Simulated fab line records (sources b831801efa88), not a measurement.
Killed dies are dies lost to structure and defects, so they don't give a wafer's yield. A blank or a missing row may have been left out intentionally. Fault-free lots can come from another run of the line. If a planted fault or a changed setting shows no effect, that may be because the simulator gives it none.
fab line records	flow sky130
[record] lots = 7	wafers = 21	lastDay = 50
route steps=708 shown GATE_OXIDE@192 POLY_GATE@204 RES_PROTECT@206 PAD_OPEN@708
lots untouched by any fault: they come from a run of this same line in which no faults occurred
startH: the number of hours between the record's first day and the start of the first shown wafer of the lot	waitH: hours elapsed since this lot's preceding step	" identical to the entry in the row above	L1.1+2: a row that stands for several wafers	- no value present, or no start provided	* or withheld: withheld	< > ~ a bound
route shown NAME@n: NAME is a module with steps in the file, n the number in the route of the first one	usual: average and standard deviation across the fault-free wafers	same: alike in all rows	chamber/n: place in a boat	sites: readings site by site	_std_site: their standard deviation	_edge_site: mean of outer sites minus mean of inner sites	radiusMm: how far each site lies from the wafer's centre	mask NAME#n: copy n	behind: tool/chamber where the wafer was last shaped	hold: why the lot was held/for how many hours/how that ended	device: the transistor (n, p or np) that didn't switch	end of line: tests run on the same wafers once the route is complete	a step without rows: its recipe alone	killed: dies that structure and defects cost at the first sort, which is not the same as the wafer's yield	map: the dies of a wafer, with x for killed, . for not killed, _ for no die there
set.NAME: the setting that was run; set.NAME@STEP: the one run at that earlier step	model.NAME: the simulator's own value behind a step, which no gauge read
certain route steps with their lots: each step a table, each wafer a row
services: when a tool's chamber went out of use (startH, in hours from the record's first day, below 0 if earlier), for how many hours, and the reason
[[steps]]
[step SKY_GATE_OXIDE_COAT_05]
[recipe] resist = NOVOLAK	spinRpm = 3000	resistThkNm = 1140
[step SKY_GATE_OXIDE_SOFTBAKE_06]
[recipe] tempC = 90	timeS = 60	resist = NOVOLAK
[step SKY_GATE_OXIDE_EXPOSE_07]
[recipe] maskId = LVOM	na = 0.6	sourceShape = conventional	sigmaOuter = 0.6	polarization = unpolarized	targetCdNm = 600	doseMj = 170
[step SKY_GATE_OXIDE_PEB_08]
[recipe] tempC = withheld	timeS = *	resist = NOVOLAK
[step SKY_GATE_OXIDE_DEVELOP_09]
[recipe] resist = NOVOLAK	developer = TMAH	developTimeS = 60	devTempC = 23
[step SKY_GATE_OXIDE_OVL_MEAS_10]
[usual] GATE_OXIDE_OVL = -0.7/1.2
lot.wafer	tool	chamber	startH	waitH	GATE_OXIDE_OVL[nm]
L717.3	overlay-01	-	328.08	0.1	-1.3
L717.5	"	-	"	"	-0.8
L717.6	"	-	"	"	0.9
L723.1	overlay-01	-	386.52	0.1	0.6
L723.4	"	-	"	"	0.4
L723.6	"	-	"	"	0.0
L725.3	overlay-02	-	402.28	0.1	-1.1
L725.5	"	-	"	"	0.9
L725.6	"	-	"	"	-2.7
L726.3	overlay-02	-	406.56	0.1	-1.0
L726.5	"	-	"	"	0.3
L726.6	"	-	"	"	1.7
L727.2	overlay-01	-	414.47	0.1	-1.0
L727.3	"	-	"	"	-1.3
L727.6	"	-	"	"	-0.9
L735.2	overlay-01	-	498.80	0.1	0.7
L735.3	"	-	"	"	-1.5
L735.6	"	-	"	"	-1.9
L736.1	overlay-02	-	502.66	0.1	-2.5
L736.3	"	-	"	"	-1.1
L736.4	"	-	"	"	-2.1
[step SKY_GATE_OXIDE_IMPLANT_11]
[recipe] species = B	energyKev = 10	doseCm2 = 2.6e+12	tiltDeg = withheld
[step SKY_GATE_OXIDE_WET_ETCH_12]
[recipe] chemistry = dHF	targetDepthNm = 16.8	dry = n2Spin	target = SiO2	dilution = 100:1	tempC = 25	timeS = 336
[step SKY_GATE_OXIDE_STRIP_13]
[recipe] chemistry = O2/N2	powerW = 1400	pressureMtorr = 1500	platenTempC = withheld	o2FlowSccm = 3000	n2FlowSccm = 300	overashFraction = 0.5
[usual] drypumpMotorCurrentA = 5.3/0.33	oesProductAu = 0.716/0.0042	stripTimeToEndpointS = 14.18/0.046
lot.wafer	tool	chamber	startH	waitH	drypumpMotorCurrentA	oesProductAu	rfHoursCounterH	stripTimeToEndpointS
L717.3	plasmaAsher-04	1	328.39	0.0	5.8	0.716	-	14.13
L717.5	"	0	"	"	4.7	0.703	-	14.15
L717.6	"	1	"	"	5.8	0.715	-	14.15
L723.1	plasmaAsher-01	0	386.82	0.0	5.7	0.717	59	14.26
L723.4	"	1	"	"	5.0	0.721	-	14.18
L723.6	"	0	"	"	5.7	0.717	-	14.22
L725.3	plasmaAsher-03	1	402.59	0.0	5.3	0.717	-	14.17
L725.5	"	1	"	"	5.4	0.723	-	14.17
L725.6	"	0	"	"	5.4	0.723	-	14.18
L726.3	plasmaAsher-04	1	406.87	0.0	5.7	0.709	-	14.20
L726.5	"	0	"	"	4.7	0.715	-	14.19
L726.6	"	1	"	"	5.8	0.720	-	14.15
L727.2	plasmaAsher-03	1	414.85	0.0	5.4	0.713	68	14.20
L727.3	"	1	"	"	5.3	0.720	-	14.13
L727.6	"	0	"	"	5.4	0.724	-	14.13
L735.2	plasmaAsher-03	1	499.09	0.0	5.4	0.715	78	14.13
L735.3	"	1	"	"	5.3	0.714	-	14.18
L735.6	"	0	"	"	5.4	0.714	-	14.15
L736.1	plasmaAsher-04	1	502.95	0.0	5.8	0.717	7	14.17
L736.3	"	1	"	"	5.8	0.717	-	14.21
L736.4	"	0	"	"	4.7	0.714	-	14.19
[step SKY_GATE_OXIDE_TW_MEAS_14]
[usual] GATE_OXIDE_TW = 225.5/2.4
lot.wafer	tool	chamber	startH	waitH	GATE_OXIDE_TW
L717.3	filmMetro-02	-	328.48	0.1	222.9
L717.5	"	-	"	"	223.4
L717.6	"	-	"	"	223.4
L723.1	filmMetro-01	-	386.92	0.1	228.7
L723.4	"	-	"	"	226.5
L723.6	"	-	"	"	228.0
L725.3	filmMetro-03	-	402.68	0.1	223.6
L725.5	"	-	"	"	223.7
L725.6	"	-	"	"	224.4
L726.3	filmMetro-01	-	406.96	0.1	228.5
L726.5	"	-	"	"	228.3
L726.6	"	-	"	"	227.6
L727.2	filmMetro-03	-	414.96	0.1	224.4
L727.3	"	-	"	"	223.3
L727.6	"	-	"	"	224.7
L735.2	filmMetro-03	-	499.20	0.1	224.9
L735.3	"	-	"	"	224.8
L735.6	"	-	"	"	225.9
L736.1	filmMetro-01	-	503.05	0.1	227.1
L736.3	"	-	"	"	228.4
L736.4	"	-	"	"	228.5
[step SKY_GATE_OXIDE_CLEAN_15]
[recipe] chemistry = SC1/SC2	mix = 1:4:20	tempC = 70	timeS = 150	dry = n2Spin
[step SKY_GATE_OXIDE_OXIDATION_16]
[recipe] tempC = 800	ambient = O2	idleTempC = 700	rampUpCPerMin = 10	rampDownCPerMin = 3	stabiliseS = 600	purgeS = 300	targetThkA = 35.7	oxTimeS = 1915
[step SKY_POLY_GATE_CVD_00]
[recipe] material = poly-Si	targetThkNm = 180	tempC = 620	timeS = 720	pressureMtorr = 200
[usual] spikeTcTopC = 637/4.3
lot.wafer	tool	chamber	startH	waitH	spikeTcTopC	model.poly-Si_of_POLY_GATE_CVD_00.thkNm
L717.3	lpcvd-01	1	330.51	0.0	641	181.6
L717.5	"	1	"	"	642	180.9
L717.6	"	1	"	"	641	182.1
L723.1	lpcvd-01	0	389.18	0.0	631	180.5
L723.4	"	0	"	"	634	178.8
L723.6	"	0	"	"	634	180.2
L725.3	lpcvd-01	1	405.80	0.0	641	188.7
L725.5	"	1	"	"	639	189.9
L725.6	"	1	"	"	641	190.2
L726.3	lpcvd-01	1	409.67	0.0	640	189.1
L726.5	"	1	"	"	642	188.8
L726.6	"	1	"	"	640	188.3
L727.2	lpcvd-01	0	417.55	0.0	633	190.1
L727.3	"	0	"	"	632	190.1
L727.6	"	0	"	"	631	192.4
L735.2	lpcvd-01	1	500.88	0.0	640	178.3
L735.3	"	1	"	"	638	177.7
L735.6	"	1	"	"	640	179.2
L736.1	lpcvd-01	1	505.64	0.0	640	179.4
L736.3	"	1	"	"	641	180.3
L736.4	"	1	"	"	641	179.6
[step SKY_POLY_GATE_THK_MEAS_01]
[recipe] reads = poly-Si_of_POLY_GATE_CVD_00
[usual] POLY_GATE_CVD_00_THK = 180.2/1.7
lot.wafer	tool	chamber	startH	waitH	POLY_GATE_CVD_00_THK[nm]
L717.3	filmMetro-04	-	331.73	0.0	181.7
L717.5	"	-	"	"	180.7
L717.6	"	-	"	"	182.1
L723.1	filmMetro-04	-	390.38	0.0	180.6
L723.4	"	-	"	"	178.8
L723.6	"	-	"	"	180.5
L725.3	filmMetro-02	-	407.02	0.0	188.7
L725.5	"	-	"	"	189.8
L725.6	"	-	"	"	190.2
L726.3	filmMetro-02	-	410.89	0.0	189.0
L726.5	"	-	"	"	188.7
L726.6	"	-	"	"	188.3
L727.2	filmMetro-02	-	418.76	0.0	190.0
L727.3	"	-	"	"	190.2
L727.6	"	-	"	"	192.4
L735.2	filmMetro-04	-	502.09	0.0	178.2
L735.3	"	-	"	"	177.8
L735.6	"	-	"	"	179.2
L736.1	filmMetro-04	-	506.84	0.0	179.5
L736.3	"	-	"	"	180.1
L736.4	"	-	"	"	179.6
[step SKY_RES_PROTECT_DEHYDRATE_00]
[recipe] tempC = 200	timeS = 60
[step SKY_RES_PROTECT_HMDS_01]
[recipe] primeTimeS = 60	primeTempC = 120
[step SKY_RES_PROTECT_COAT_02]
[recipe] resist = NOVOLAK	spinRpm = 3000	resistThkNm = 1140
[step SKY_RES_PROTECT_SOFTBAKE_03]
[recipe] tempC = 90	timeS = 60	resist = NOVOLAK
[step SKY_RES_PROTECT_EXPOSE_04]
[recipe] maskId = RPM	na = 0.6	sourceShape = conventional	sigmaOuter = 0.6	polarization = unpolarized	targetCdNm = 1270	doseMj = 131
[step SKY_RES_PROTECT_PEB_05]
[recipe] tempC = withheld	timeS = *	resist = NOVOLAK
[step SKY_RES_PROTECT_DEVELOP_06]
[recipe] resist = NOVOLAK	developer = TMAH	developTimeS = 60	devTempC = 23
[step SKY_POLY_GATE_IMPLANT_02]
[recipe] species = P	energyKev = 30	doseCm2 = 7.7e+15	tiltDeg = 0
[step SKY_RES_PROTECT_STRIP_07]
[recipe] chemistry = O2/N2	powerW = 1400	pressureMtorr = 1500	platenTempC = withheld	o2FlowSccm = 3000	n2FlowSccm = 300	overashFraction = 0.5
[usual] drypumpMotorCurrentA = 5.5/0.4	oesProductAu = 0.518/0.0047	stripTimeToEndpointS = 23.29/0.037
lot.wafer	tool	chamber	startH	waitH	drypumpMotorCurrentA	oesProductAu	rfHoursCounterH	stripTimeToEndpointS
L717.3	plasmaAsher-02	0	357.90	0.1	6.4	0.530	-	23.34
L717.5	"	1	"	"	6.0	0.521	-	23.36
L717.6	"	0	"	"	6.4	0.511	-	23.33
L723.1	plasmaAsher-04	1	419.95	0.1	5.8	0.517	74	23.25
L723.4	"	0	"	"	4.7	0.517	-	23.27
L723.6	"	0	"	"	4.7	0.524	-	23.23
L725.3	plasmaAsher-03	0	437.20	0.1	5.4	0.513	-	23.28
L725.5	"	1	"	"	5.3	0.522	-	23.27
L725.6	"	0	"	"	5.4	0.515	-	23.29
L726.3	plasmaAsher-03	1	441.46	0.2	5.4	0.516	-	23.29
L726.5	"	1	"	"	5.4	0.516	-	23.28
L726.6	"	0	"	"	5.4	0.519	-	23.27
L727.2	plasmaAsher-03	1	449.17	0.1	5.3	0.520	73	23.27
L727.3	"	0	"	"	5.4	0.520	-	23.26
L727.6	"	0	"	"	5.4	0.511	-	23.31
L735.2	plasmaAsher-03	0	531.99	0.1	5.4	0.522	81	23.25
L735.3	"	1	"	"	5.3	0.516	-	23.31
L735.6	"	0	"	"	5.4	0.521	-	23.34
L736.1	plasmaAsher-04	1	536.84	0.1	5.8	0.516	11	23.23
L736.3	"	0	"	"	4.7	0.511	-	23.28
L736.4	"	1	"	"	5.8	0.518	-	23.26
[step SKY_RES_PROTECT_TW_MEAS_08]
[usual] POLY_GATE_TW = 4025/20
lot.wafer	tool	chamber	startH	waitH	POLY_GATE_TW
L717.3	filmMetro-02	-	357.99	0.1	3981
L717.5	"	-	"	"	4011
L717.6	"	-	"	"	4000
L723.1	filmMetro-03	-	420.05	0.1	4008
L723.4	"	-	"	"	4027
L723.6	"	-	"	"	4031
L725.3	filmMetro-03	-	437.29	0.1	4001
L725.5	"	-	"	"	4015
L725.6	"	-	"	"	3990
L726.3	filmMetro-02	-	441.55	0.1	4049
L726.5	"	-	"	"	3999
L726.6	"	-	"	"	4038
L727.2	filmMetro-02	-	449.28	0.1	4023
L727.3	"	-	"	"	4009
L727.6	"	-	"	"	4015
L735.2	filmMetro-04	-	532.10	0.1	4016
L735.3	"	-	"	"	4032
L735.6	"	-	"	"	4021
L736.1	filmMetro-04	-	536.94	0.1	4027
L736.3	"	-	"	"	4021
L736.4	"	-	"	"	4021
[step SKY_RES_PROTECT_CLEAN_09]
[recipe] chemistry = SC1/SC2	mix = 1:4:20	tempC = 70	timeS = 150	dry = n2Spin
[usual] bathHeatDutyPct = 13.6/1.7	tempC = 70.02/0.12
lot.wafer	tool	chamber	startH	waitH	bathHeatDutyPct	tempC	model.poly-Si_of_POLY_GATE_CVD_00.thkNm
L717.3	wetBench-01	0	358.03	0.0	13.8	69.94	181
L717.5	"	0	"	"	14.2	69.96	180.2
L717.6	"	0	"	"	13.9	69.94	181.5
L723.1	wetBench-04	0	420.11	0.1	12.5	69.97	179.9
L723.4	"	0	"	"	13.2	69.87	178.2
L723.6	"	0	"	"	13.4	69.96	179.6
L725.3	wetBench-01	0	437.33	0.0	13.1	70.04	188
L725.5	"	0	"	"	14.6	69.77	189.3
L725.6	"	0	"	"	14.6	69.97	189.5
L726.3	wetBench-01	2	441.59	0.0	16.5	70.00	188.4
L726.5	"	2	"	"	17.2	70.12	188.2
L726.6	"	2	"	"	16.4	69.99	187.6
L727.2	wetBench-04	2	449.33	0.0	15.3	69.87	189.5
L727.3	"	2	"	"	15.6	70.02	189.5
L727.6	"	2	"	"	13.7	69.93	191.8
L735.2	wetBench-03	1	532.15	0.0	11.0	70.13	177.6
L735.3	"	1	"	"	10.7	69.97	177.1
L735.6	"	1	"	"	11.1	70.11	178.6
L736.1	wetBench-01	3	537.00	0.1	11.0	69.96	178.8
L736.3	"	3	"	"	11.8	69.81	179.6
L736.4	"	3	"	"	13.7	69.81	179
[step SKY_POLY_GATE_CVD_03]
[recipe] material = Si3N4	precursor = DCS/NH3	targetThkNm = 75	tempC = 770	timeS = 1290	pressureMtorr = 250
[step SKY_PAD_OPEN_PROBE_99]
[usual] killed_at_M0_to_M3 = 44/6.9	killed_at_M4_up = 3.0/1.5	killedAtContacts = 24/5.2	killedAtFrontEnd = 15/4.1	killedAtOther = 0.4/0.62	killedDies = 87/9.6	killedOpen = 47/7	killedShort = 40/6.2
[same] grossDies = 492	killedAtBackSide = 0
lot.wafer	tool	chamber	startH	waitH	killed_at_M0_to_M3	killed_at_M4_up	killedAtContacts	killedAtFrontEnd	killedAtOther	killedDies	killedOpen	killedShort	model.etest.resPoly.rsOhmSq
L717.3	prober-02	-	1083.69	0.2	40	4	30	17	0	91	50	40	47.58
L717.5	prober-02	-	1083.79	0.2	34	1	28	25	0	88	46	41	47.28
L717.6	prober-02	-	1083.84	0.2	48	1	24	13	0	86	40	46	47.2
L723.1	prober-02	-	1125.86	0.1	44	3	31	13	0	91	48	43	48.05
L723.4	prober-02	-	1126.01	0.2	36	4	39	14	1	94	56	38	48.73
L723.6	prober-02	-	1126.11	0.2	41	3	32	16	0	92	64	28	48.12
L725.3	prober-02	-	1141.33	0.2	54	5	25	16	0	100	52	47	46.55
L725.5	prober-02	-	1141.43	0.2	46	2	14	18	0	80	34	46	46.8
L725.6	prober-02	-	1141.48	0.2	27	2	20	19	1	69	35	33	46.52
L726.3	prober-01	-	1143.80	0.2	50	2	24	18	0	94	51	43	46.72
L726.5	prober-01	-	1143.90	0.2	33	0	20	9	1	63	32	31	45.6
L726.6	prober-01	-	1143.95	0.2	40	3	25	11	0	79	45	34	46.55
L727.2	prober-02	-	1144.77	0.1	47	1	42	12	1	103	61	42	45.88
L727.3	prober-02	-	1144.82	0.2	46	2	25	18	0	91	45	45	46.55
L727.6	prober-02	-	1144.97	0.2	41	3	19	13	1	77	47	30	46.65
L735.2	prober-02	-	1193.06	0.1	47	2	26	11	1	87	50	37	48.19
L735.3	prober-02	-	1193.11	0.2	43	2	22	17	0	84	53	31	48.19
L735.6	prober-02	-	1193.26	0.2	49	3	25	13	0	90	48	42	48.24
L736.1	prober-02	-	1196.99	0.1	46	1	24	15	1	87	51	35	49.34
L736.3	prober-02	-	1197.09	0.2	41	2	22	18	0	83	43	40	48.95
L736.4	prober-02	-	1197.14	0.2	31	5	18	25	1	80	45	35	49.77
// killed by level:class
L717.3 CONTACT:geometricParticle:open=10 LI_CONTACT:geometricParticle:open=9 VIA1:geometricParticle:open=9 FIELD_ISO:geometricParticle:open=6 METAL1:geometricParticle:short=6 VIA2:geometricParticle:open=6 VIA3:geometricParticle:open=5 VIA1:geometricParticle:short=5
L717.5 LI_CONTACT:geometricParticle:open=8 FIELD_ISO:geometricParticle:short=8 CONTACT:geometricParticle:open=8 VIA1:geometricParticle:open=8 FIELD_ISO:geometricParticle:open=7 VIA3:geometricParticle:open=7 LOCAL_INTERCONNECT:geometricParticle:short=6 METAL1:geometricParticle:short=4
L717.6 VIA1:geometricParticle:open=16 CONTACT:geometricParticle:open=8 METAL1:geometricParticle:short=7 LOCAL_INTERCONNECT:geometricParticle:short=7 FIELD_ISO:geometricParticle:short=5 CONTACT:geometricParticle:short=5 VIA2:geometricParticle:short=4 VIA3:geometricParticle:short=4
L723.1 CONTACT:geometricParticle:open=9 CONTACT:geometricParticle:short=8 VIA1:geometricParticle:open=8 METAL1:geometricParticle:short=7 VIA2:geometricParticle:short=6 VIA3:geometricParticle:open=6 FIELD_ISO:geometricParticle:open=5 LI_CONTACT:geometricParticle:open=5
L723.4 CONTACT:geometricParticle:open=17 LI_CONTACT:geometricParticle:open=9 VIA3:geometricParticle:open=7 VIA1:geometricParticle:open=7 CONTACT:geometricParticle:short=5 VIA2:geometricParticle:short=5 VIA1:geometricParticle:short=4 FIELD_ISO:geometricParticle:open=4
L723.6 LI_CONTACT:geometricParticle:open=13 CONTACT:geometricParticle:open=11 VIA1:geometricParticle:open=11 VIA2:geometricParticle:open=10 VIA3:geometricParticle:open=6 METAL2:geometricParticle:short=5 FIELD_ISO:geometricParticle:short=4 FIELD_ISO:geometricParticle:open=3
L725.3 METAL1:geometricParticle:short=10 VIA1:geometricParticle:open=10 CONTACT:geometricParticle:open=9 VIA1:geometricParticle:short=9 LI_CONTACT:geometricParticle:open=6 VIA3:geometricParticle:open=6 POLY_GATE:geometricParticle:open=5 CONTACT:geometricParticle:short=5
L725.5 VIA1:geometricParticle:open=10 METAL1:geometricParticle:short=9 POLY_GATE:geometricParticle:short=8 LOCAL_INTERCONNECT:geometricParticle:short=6 VIA1:geometricParticle:short=6 CONTACT:geometricParticle:open=5 METAL2:geometricParticle:short=5 VIA2:geometricParticle:short=4
L725.6 FIELD_ISO:geometricParticle:open=6 CONTACT:geometricParticle:open=6 VIA1:geometricParticle:open=4 LI_CONTACT:geometricParticle:short=4 CONTACT:geometricParticle:short=4 VIA1:geometricParticle:short=4 VIA3:geometricParticle:open=4 FIELD_ISO:geometricParticle:short=3
L726.3 VIA3:geometricParticle:open=12 CONTACT:geometricParticle:open=10 METAL1:geometricParticle:short=8 VIA1:geometricParticle:open=7 FIELD_ISO:geometricParticle:short=6 LI_CONTACT:geometricParticle:open=6 VIA2:geometricParticle:open=5 VIA1:geometricParticle:short=4
L726.5 CONTACT:geometricParticle:open=8 VIA1:geometricParticle:open=7 METAL2:geometricParticle:short=6 VIA2:geometricParticle:open=6 LI_CONTACT:geometricParticle:open=4 CONTACT:geometricParticle:short=4 METAL1:geometricParticle:short=4 FIELD_ISO:geometricParticle:open=3
L726.6 LI_CONTACT:geometricParticle:open=12 VIA1:geometricParticle:open=12 CONTACT:geometricParticle:short=6 VIA1:geometricParticle:short=6 VIA2:geometricParticle:open=6 METAL2:geometricParticle:short=5 VIA3:geometricParticle:open=5 FIELD_ISO:geometricParticle:short=3
L727.2 CONTACT:geometricParticle:open=17 VIA1:geometricParticle:open=14 LI_CONTACT:geometricParticle:open=12 CONTACT:geometricParticle:short=8 VIA1:geometricParticle:short=8 METAL2:geometricParticle:short=7 VIA3:geometricParticle:open=7 FIELD_ISO:geometricParticle:short=4
L727.3 VIA1:geometricParticle:open=11 CONTACT:geometricParticle:short=8 METAL2:geometricParticle:short=7 METAL1:geometricParticle:short=7 LI_CONTACT:geometricParticle:open=6 VIA3:geometricParticle:open=6 CONTACT:geometricParticle:open=5 FIELD_ISO:geometricParticle:open=4
L727.6 VIA1:geometricParticle:open=12 CONTACT:geometricParticle:open=9 VIA2:geometricParticle:open=6 VIA3:geometricParticle:open=6 FIELD_ISO:geometricParticle:open=4 CONTACT:geometricParticle:short=4 METAL1:geometricParticle:short=4 VIA2:geometricParticle:short=4
L735.2 VIA3:geometricParticle:open=12 VIA1:geometricParticle:open=10 CONTACT:geometricParticle:open=9 LI_CONTACT:geometricParticle:open=7 METAL2:geometricParticle:short=7 LOCAL_INTERCONNECT:geometricParticle:short=5 VIA2:geometricParticle:open=4 METAL3:geometricParticle:short=4
L735.3 VIA1:geometricParticle:open=14 CONTACT:geometricParticle:open=7 LI_CONTACT:geometricParticle:open=6 METAL1:geometricParticle:short=5 VIA2:geometricParticle:open=5 POLY_GATE:geometricParticle:short=4 VIA1:geometricParticle:short=4 METAL2:geometricParticle:open=4
L735.6 VIA1:geometricParticle:open=15 CONTACT:geometricParticle:short=9 LI_CONTACT:geometricParticle:open=7 METAL2:geometricParticle:short=7 CONTACT:geometricParticle:open=6 VIA1:geometricParticle:short=6 VIA2:geometricParticle:open=6 METAL3:geometricParticle:short=5
L736.1 CONTACT:geometricParticle:open=10 VIA1:geometricParticle:open=9 VIA3:geometricParticle:open=9 METAL2:geometricParticle:short=7 CONTACT:geometricParticle:short=6 VIA2:geometricParticle:open=6 FIELD_ISO:geometricParticle:open=5 METAL1:geometricParticle:short=4
L736.3 VIA1:geometricParticle:open=8 LI_CONTACT:geometricParticle:open=7 FIELD_ISO:geometricParticle:short=6 CONTACT:geometricParticle:open=6 VIA2:geometricParticle:open=6 CONTACT:geometricParticle:short=4 VIA3:geometricParticle:open=4 METAL1:geometricParticle:short=4
L736.4 VIA1:geometricParticle:open=10 VIA3:geometricParticle:open=8 POLY_GATE:geometricParticle:open=7 FIELD_ISO:geometricParticle:short=6 POLY_GATE:geometricParticle:short=5 LI_CONTACT:geometricParticle:open=5 CONTACT:geometricParticle:open=5 METAL4:geometricParticle:short=5
[[services]]
tool	chamber	startH	hours	kind
wetBench-01	-	310.32	6.9	repair
lpcvd-01	-	323.39	2.8	pm
plasmaAsher-02	-	325.76	3.1	repair
lpcvd-01	-	335.51	0.5	repair
plasmaAsher-02	-	374.67	12.3	repair
wetBench-04	-	379.35	4.4	pm
plasmaAsher-02	-	402.15	52.0	repair
plasmaAsher-04	-	421.25	9.0	pm
plasmaAsher-04	0	421.25	9.0	ventCycle
plasmaAsher-04	1	421.25	9.0	ventCycle
plasmaAsher-03	-	422.87	0.7	repair
plasmaAsher-01	-	423.20	2.0	repair
plasmaAsher-04	0	430.25	-	clean
plasmaAsher-04	1	430.25	-	clean
plasmaAsher-04	-	436.05	9.4	repair
plasmaAsher-03	-	437.36	2.3	repair
plasmaAsher-01	-	454.53	1.9	repair
plasmaAsher-04	-	461.21	0.4	repair
plasmaAsher-04	-	475.84	2.6	repair
plasmaAsher-03	-	489.10	1.6	repair
plasmaAsher-02	-	509.18	1.6	repair
lpcvd-01	-	509.58	14.6	pm
plasmaAsher-02	-	531.96	2.9	repair
plasmaAsher-03	-	533.84	0.4	repair
[[key]]
[firstSign] step = SKY_POLY_GATE_THK_MEAS_01	reading = POLY_GATE_CVD_00_THK	direction = up	sigmas = 5.7	usual = 180.2	struck = 189.7
effect none on later readings
[modelEffect] step = SKY_POLY_GATE_CVD_00	value = poly-Si_of_POLY_GATE_CVD_00.thkNm	without = 181.5	struck = 189.7
[modelEffect] step = SKY_RES_PROTECT_CLEAN_09	value = poly-Si_of_POLY_GATE_CVD_00.thkNm	without = 180.9	struck = 189.1
[modelEffect] step = SKY_PAD_OPEN_PROBE_99	value = etest.resPoly.rsOhmSq	without = 47.74	struck = 46.42
metAt SKY_POLY_GATE_CVD_00
struckWafers L725.3,L725.5,L725.6,L726.3,L726.5,L726.6,L727.2,L727.3,L727.6
testerLeftOut L725,L726,L727
onsetBetween 389.18 405.80
[fault] kind = processParameterDrift	tool = lpcvd-01	chamber = -	onsetH = 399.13	steps = SKY_POLY_GATE_CVD_00	channel = targetThkNm	offset = 8.2102	shape = step	endH = 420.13	stated = 180
// testerLeftOut: of these lots the tester's yield and bins aren't shown, on N5 and GAA mostly nor the transistor test; their killed dies are dies lost to structure and defects alone, not to doping, threshold or leakage, so they don't give the yield
